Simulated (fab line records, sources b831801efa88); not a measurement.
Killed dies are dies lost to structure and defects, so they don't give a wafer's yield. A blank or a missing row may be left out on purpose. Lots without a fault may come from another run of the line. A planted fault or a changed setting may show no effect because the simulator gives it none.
Chamber matching | flow sky130 | SKY_VIA1_ETCH_15 on rie_diel-02: 4 sister chambers
The step etches SiO2 in C4F8/O2/Ar, stops on TiN, target depth 351 nm, time 54 s. 4 wafers are shown with their chamber, then 8 later ones without.

WAFERS WITH THEIR CHAMBER
wafer  | chamber | oes_product_au (a.u.)
L083.3 | 0       | 0.984
L083.6 | 2       | 0.967
L085.6 | 3       | 0.980
L092.1 | 1       | 0.965

WAFERS WITHOUT THEIR CHAMBER
wafer  | oes_product_au (a.u.)
L092.3 | 0.983
L092.4 | 0.985
L094.2 | 0.988
L094.3 | 0.990
L094.6 | 0.978
L097.1 | 0.985
L097.2 | 0.985
L097.6 | 0.984

WHICH CHAMBER EACH WENT THROUGH
wafer  | from the rows above     | in truth
L092.3 | can't be placed: 0 or 3 | 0
L092.4 | can't be placed: 0 or 3 | 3
L094.2 | can't be placed: 0 or 3 | 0
L094.3 | can't be placed: 0 or 3 | 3
L094.6 | can't be placed: 3 or 0 | 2
L097.1 | can't be placed: 0 or 3 | 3
L097.2 | can't be placed: 0 or 3 | 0
L097.6 | can't be placed: 0 or 3 | 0
Placed correctly: 0 of 8. Can't be placed from these rows: 8 (the true chamber is among the candidates in 7). Placed wrongly: 0.
How it was worked out, from the rows above alone: a wafer's distance from a chamber is the root of the sum, over the readings, of the square of ((its reading less the chamber's mean) divided by the reading's scatter). The wafer belongs to the nearest chamber; if the next one is less than 2 further off, it can't be placed. A chamber's mean is the mean of its shown wafers. The scatter: with one shown wafer a chamber, the root of the mean of the squares of how far each hidden wafer lies from its nearest shown one.
